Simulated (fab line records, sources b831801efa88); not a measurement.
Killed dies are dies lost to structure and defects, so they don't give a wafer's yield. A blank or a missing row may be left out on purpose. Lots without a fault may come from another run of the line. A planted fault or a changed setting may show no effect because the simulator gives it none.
One fault seen from 2 desks | flow gf180mcu | each desk has only its own numbers; what lay behind them comes last

THE TOOL OWNER'S DESK: pvd_sputter-02
The tool's own readings at GF_M4_SPUTTER_04 (material TiN, target thk 50 nm, time 41.7 s): means of the sampled wafers that have a number, for each lot that ran on this tool. A lot is out of limits, marked OUT, if its mean lies more than 4 standard deviations from the usual mean; the brackets give that distance.
Columns: A = throttle_valve_pct at GF_M4_SPUTTER_04, usual 30.1 %
lot  | first seen here | A
L895 | day 22 18:48    | 30.0
L901 | day 24 17:25    | 30.6
This desk's finding: nothing out of limits on any of the 2 lots.

THE METROLOGY DESK
What the gauges read, lot by lot, whatever tool the lot ran on: means of the sampled wafers that have a number. A lot is out of limits, marked OUT, if its mean lies more than 4 standard deviations from the usual mean; the brackets give that distance. Of its 9 readings 7 are shown: those that lie furthest out on some lot.
Columns: A = V3_W_THK at GF_V3_THK_MEAS_25, usual 346 nm; B = M4_ALCU_RS at GF_M4_RS_MEAS_05, usual 0.0700 ohm/sq; C = M4_ALCU_THK at GF_M4_THK_MEAS_06, usual 445 nm; D = M4_OVL at GF_M4_OVL_MEAS_15, usual -1 nm; E = V4_CVD_00_THK at GF_V4_THK_MEAS_01, usual 600 nm; F = V4_CVD_02_THK at GF_V4_THK_MEAS_03, usual 852 nm; G = V4_BOW at GF_V4_BOW_MEAS_05, usual 134 um
lot  | first seen here | A   | B      | C   | D  | E   | F   | G
L895 | day 22 18:11    | 344 | 0.0708 | 436 | 8  | 602 | 844 | 130
L896 | day 23 01:32    | 351 | 0.0688 | 451 | -3 | 600 | 848 | 148
L901 | day 24 16:48    | 348 | 0.0711 | 441 | 4  | 608 | 850 | 131
L912 | day 28 08:12    | 344 | 0.0716 | 427 | -3 | 598 | 851 | 126
L914 | day 28 22:32    | 337 | 0.0696 | 448 | -2 | 591 | 863 | 124
This desk's finding: nothing out of limits on any of the 5 lots.

PUT TOGETHER
The tool owner's desk saw nothing out of limits.
The metrology desk saw nothing out of limits.

WHAT THE SIMULATOR HAD PUT IN
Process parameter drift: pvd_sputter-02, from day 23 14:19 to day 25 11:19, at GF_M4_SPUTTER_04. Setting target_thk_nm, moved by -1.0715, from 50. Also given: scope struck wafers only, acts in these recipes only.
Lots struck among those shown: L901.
